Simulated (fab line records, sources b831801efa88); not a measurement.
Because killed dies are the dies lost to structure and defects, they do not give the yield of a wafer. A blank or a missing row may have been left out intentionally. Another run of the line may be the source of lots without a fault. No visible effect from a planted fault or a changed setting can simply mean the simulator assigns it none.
A struck lot beside a sound one | flow sky130 | 15 steps out of a route of 708
Sound: the wafers L291.2, L291.5, L291.6. Struck: wafers L295.1, L295.2, L295.3. The cause is named last.
Each step with rows lists, per side, the tool, then ch with its chambers, then its first start. Under that, the readings that differ: sound wafers | struck wafers | difference of the means | sigmas: that difference in standard deviations of wafers without a fault.
alike: readings with means less than 2 such deviations apart, plus words and numbers identical on both sides. not compared: withheld readings, readings lacking a value on some wafer, bounds such as >300 that could conceal the same value, and numbers that have no deviation in the record and whose values overlap.
Wherever a step has rows on one side only, a row that says differs or no value, or a row with sigmas, the two part there. Numbers that don't overlap but have no deviation are shown without sigmas and don't part them. A reading that every wafer of one side lacks parts them only if that side has two wafers or more.

SKY_VIA2_STRIP_16: strips in O2/N2.
  sound on plasmaAsher-01 ch 0,1, day 40 13:04; struck on plasmaAsher-03 ch 0,1, day 41 19:34
  alike: chamberPressureMTorr, drypumpMotorCurrentA, oesProductAu, stripTimeToEndpointS
  not compared: rfHoursCounterH
then, 4 steps without rows for these wafers: SKY_VIA2_STRIP_17 (strips in post etch residue remover, time 1200 s); SKY_VIA2_CLEAN_18 (cleans in IPA, time 180 s); SKY_VIA2_CLEAN_19 (cleans in O3/DIW); SKY_VIA2_SPUTTER_20 (material TiN, target thk 20 nm, time 80 s).
SKY_VIA2_CVD_21: deposits W, target thk 420 nm, time 126.4 s.
  sound on cvdW-01 ch 0,1, day 40 13:44; struck on cvdW-01 ch 0,1, day 41 20:15
  alike: chamberPressureTorr, heaterPowerW
SKY_VIA2_RS_MEAS_22: a four-point-probe measurement.
  sound on filmMetro-02, day 40 13:53; struck on filmMetro-02, day 41 20:23
  alike: VIA2_W_RS
SKY_VIA2_THK_MEAS_23: measures by xrf.
  sound on filmMetro-02, day 40 13:59; struck on filmMetro-02, day 41 20:30
  alike: VIA2_W_THK
SKY_VIA2_CMP_24: polishes, stops on SiO2, t overpolish 20 s, target thk 0 nm.
  sound on cmp-02 ch 0,2,3, day 40 14:13; struck on cmp-01 ch 0,2,3, day 41 20:34
  alike: motorCurrentA, overpolishRunS, platenRpm, timeToEndpointS
then, 1 step without rows for these wafers: SKY_METAL3_SPUTTER_00 (material Ti, target thk 15 nm, time 10 s).
SKY_METAL3_SPUTTER_01: material TiN, target thk 20 nm, time 16.7 s.
  sound on pvdSputter-02, day 40 14:23; struck on pvdSputter-04, day 41 20:53
  alike: cathodeDcPowerW, chamberPressurePa, throttleValvePct
then, 1 step without rows for these wafers: SKY_METAL3_SPUTTER_02 (material AlCu, target thk 735 nm, time 39.1 s).
SKY_METAL3_SPUTTER_03: material Ti, target thk 5 nm, time 3.3 s.
  sound on pvdSputter-02, day 40 14:27; struck on pvdSputter-04, day 41 20:57
  no value came back on the struck wafers for cathodeDcPowerW (W), chamberPressurePa (Pa), throttleValvePct (%); on the sound wafers cathodeDcPowerW (W) reads 3000.7 3000.1 3000.1
SKY_METAL3_SPUTTER_04: material TiN, target thk 70 nm, time 58.3 s.
  sound on pvdSputter-02, day 40 14:28; struck on pvdSputter-04, day 41 20:58
  alike: cathodeDcPowerW, chamberPressurePa, throttleValvePct
SKY_PAD_OPEN_PROBE_99:
  sound wafers here have rows in the record (prober-01, day 49 05:13); struck ones have none

## WHERE THEY PART
Earliest at SKY_METAL3_SPUTTER_03; latest, in this record, at SKY_PAD_OPEN_PROBE_99.

WHY: the cause the simulator had injected
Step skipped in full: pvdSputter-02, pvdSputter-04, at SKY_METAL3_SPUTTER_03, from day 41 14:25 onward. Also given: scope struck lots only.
